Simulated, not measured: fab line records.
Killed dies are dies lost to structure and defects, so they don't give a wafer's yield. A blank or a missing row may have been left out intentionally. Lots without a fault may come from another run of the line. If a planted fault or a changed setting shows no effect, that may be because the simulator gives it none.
2 desks, one fault	flow gf180mcu	what lay behind the numbers comes last; until then each desk has only its own

== METROLOGY DESK ==
Lot by lot, what the gauges showed, no matter which tool ran the lot: averages of those sampled wafers that carry a number. If a lot's mean is further than 4 standard deviations from the usual mean, the lot is out of limits and carries the mark OUT (the distance appears in the brackets).
Columns: A = V2_W_THK at GF_V2_THK_MEAS_25, usual 354 nm; B = M3_ALCU_RS at GF_M3_RS_MEAS_05, usual 0.0696 ohm/sq; C = V3_CVD_02_THK at GF_V3_THK_MEAS_03, usual 848 nm; D = V3_BOW at GF_V3_BOW_MEAS_05, usual 115 um
lot	first seen here	A	B	C	D
L451	day 20 06:31	350	0.0708	848	122
L452	day 20 14:50	353	0.0706	846	117
L453	day 21 02:50	349	0.0707	856	116
L460	day 23 19:38	353	0.0701	845	125
L461	day 24 01:09	350	0.0692	851	109
L462	day 24 10:47	344	0.0690	848	107
L463	day 24 19:07	356	0.0687	929 (+7.3) OUT	105
L464	day 25 02:10	349	0.0688	920 (+6.5) OUT	110
L466	day 25 11:36	359	0.0700	849	123
L465	day 25 17:48	355	0.0698	917 (+6.3) OUT	104
L474	day 27 20:49	353	0.0695	848	112
L473	day 27 23:53	360	0.0706	844	112
This desk's result: L463, L464, L465 out of limits, first on L463 (V3_CVD_02_THK at GF_V3_THK_MEAS_03), day 25 18:04. Within limits: L451, L452, L453, L460, L461, L462, L466, L474, L473.

== AT THE TOOL OWNER'S DESK: pecvd-03 ==
The tool's own readings at GF_V3_CVD_02 (deposits SiO2 from TEOS, target thk 850 nm, time 94.851 s): means of the sampled wafers that have a number, for each lot that ran on this tool. If a lot's mean is further than 4 standard deviations from the usual mean, the lot is out of limits and carries the mark OUT (the distance appears in the brackets).
Columns: A = heater_power_w at GF_V3_CVD_02, usual 678 W; B = run_length_s at GF_V3_CVD_02, usual 123.0 s
lot	first seen here	A	B
L451	day 21 07:52	639	123.1
L460	day 24 19:25	710	123.0
L461	day 25 00:28	614	123.3
L462	day 25 10:21	576	122.7
L463	day 25 17:59	580	131.1 (+17) OUT
L464	day 26 00:20	636	131.4 (+18) OUT
L465	day 26 15:49	616	131.1 (+17) OUT
This desk's verdict: out of limits on L463, L464, L465, starting with L463 at day 25 17:59 (run_length_s at GF_V3_CVD_02). Within limits: L451, L460, L461, L462.

== PUT TOGETHER ==
On L463, L464, L465, at day 25 17:59, an alarm was possible from the tool owner's desk.
L463, L464, L465 would have let the metrology desk raise an alarm at day 25 18:04.
GF_V3_CVD_02 was run on pecvd-03 by each of the lots named.

== WHAT THE SIMULATOR HAD INSERTED ==
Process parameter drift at GF_V3_CVD_02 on pecvd-03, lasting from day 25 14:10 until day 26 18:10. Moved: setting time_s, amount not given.
Shown lots that were struck: L463, L464, L465.
Hours from the fault's start to each desk's first reading out of limits: the tool owner's desk, 4; the metrology desk, 4.
